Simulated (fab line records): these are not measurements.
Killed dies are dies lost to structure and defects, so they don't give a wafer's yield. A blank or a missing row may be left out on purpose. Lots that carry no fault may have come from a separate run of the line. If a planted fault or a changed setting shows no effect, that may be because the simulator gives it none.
Which tool is to blame? || flow gf180mcu || 15 lots (45 wafers sampled), 1 step of a 602-step route

== WHAT EACH GAUGE READ, for each wafer ==
GF_V3_OVL_MEAS_15. Usual: V3_OVL -1 nm, standard deviation 5.5.
{"lot": "L360", "measured": "day 22 10:55", "on": "overlay-01", "V3_OVL (nm)": "6 1 -1", "flag": ""}
{"lot": "L361", "measured": "day 22 17:03", "on": "overlay-01", "V3_OVL (nm)": "-9 -4 -8", "flag": ""}
{"lot": "L362", "measured": "day 23 03:06", "on": "overlay-01", "V3_OVL (nm)": "-3 2 1", "flag": ""}
{"lot": "L365", "measured": "day 24 01:05", "on": "overlay-01", "V3_OVL (nm)": "0 6 3", "flag": ""}
{"lot": "L367", "measured": "day 24 19:10", "on": "overlay-01", "V3_OVL (nm)": "6 0 -4", "flag": ""}
{"lot": "L371", "measured": "day 26 02:45", "on": "overlay-02", "V3_OVL (nm)": "5 7 1", "flag": ""}
{"lot": "L372", "measured": "day 26 10:15", "on": "overlay-01", "V3_OVL (nm)": "5 5 2", "flag": ""}
{"lot": "L373", "measured": "day 26 14:15", "on": "overlay-01", "V3_OVL (nm)": "-3 -6 -6", "flag": ""}
{"lot": "L376", "measured": "day 27 20:47", "on": "overlay-01", "V3_OVL (nm)": "15 10 10", "flag": ""}
{"lot": "L377", "measured": "day 28 11:12", "on": "overlay-01", "V3_OVL (nm)": "0 5 4", "flag": ""}
{"lot": "L379", "measured": "day 29 01:01", "on": "overlay-01", "V3_OVL (nm)": "1 0 3", "flag": ""}
{"lot": "L381", "measured": "day 29 03:30", "on": "overlay-02", "V3_OVL (nm)": "3 0 1", "flag": ""}
{"lot": "L380", "measured": "day 29 03:51", "on": "overlay-01", "V3_OVL (nm)": "-15 -14 -16", "flag": ""}
{"lot": "L382", "measured": "day 29 14:08", "on": "overlay-01", "V3_OVL (nm)": "-6 -6 -2", "flag": ""}
{"lot": "L383", "measured": "day 29 19:49", "on": "overlay-02", "V3_OVL (nm)": "1 0 4", "flag": ""}

== WHICH TOOL RAN EACH LOT (tool, then ch and the chambers of the sampled wafers, then the start) ==
Record: no process step prior to these readings.

== WHAT THE TOOLS THEMSELVES READ (means of the sampled wafers that have a number; where no wafer has one, the mark that the record gives instead) ==
The record holds no such reading with a usual standard deviation.

== THE ANSWER, worked out from the rows above alone ==
Rule: lot off if the mean of its wafers having a number is beyond 3 standard deviations from the usual mean. A lot without any number at a reading at which 4 lots or more have one is off too. Where the step has rows for the other lots, those lots are counted as sound. Order of review: gauges by route order, followed by the tools' own readings, for which a lot's mean as printed above is used. The first step at which some lot is off is used, and at that step the reading that is off furthest; a lot without a number counts as furthest.
No lot is off at any reading shown: from this, nothing can be told.

== WHAT WAS PUT IN BY THE SIMULATOR ==
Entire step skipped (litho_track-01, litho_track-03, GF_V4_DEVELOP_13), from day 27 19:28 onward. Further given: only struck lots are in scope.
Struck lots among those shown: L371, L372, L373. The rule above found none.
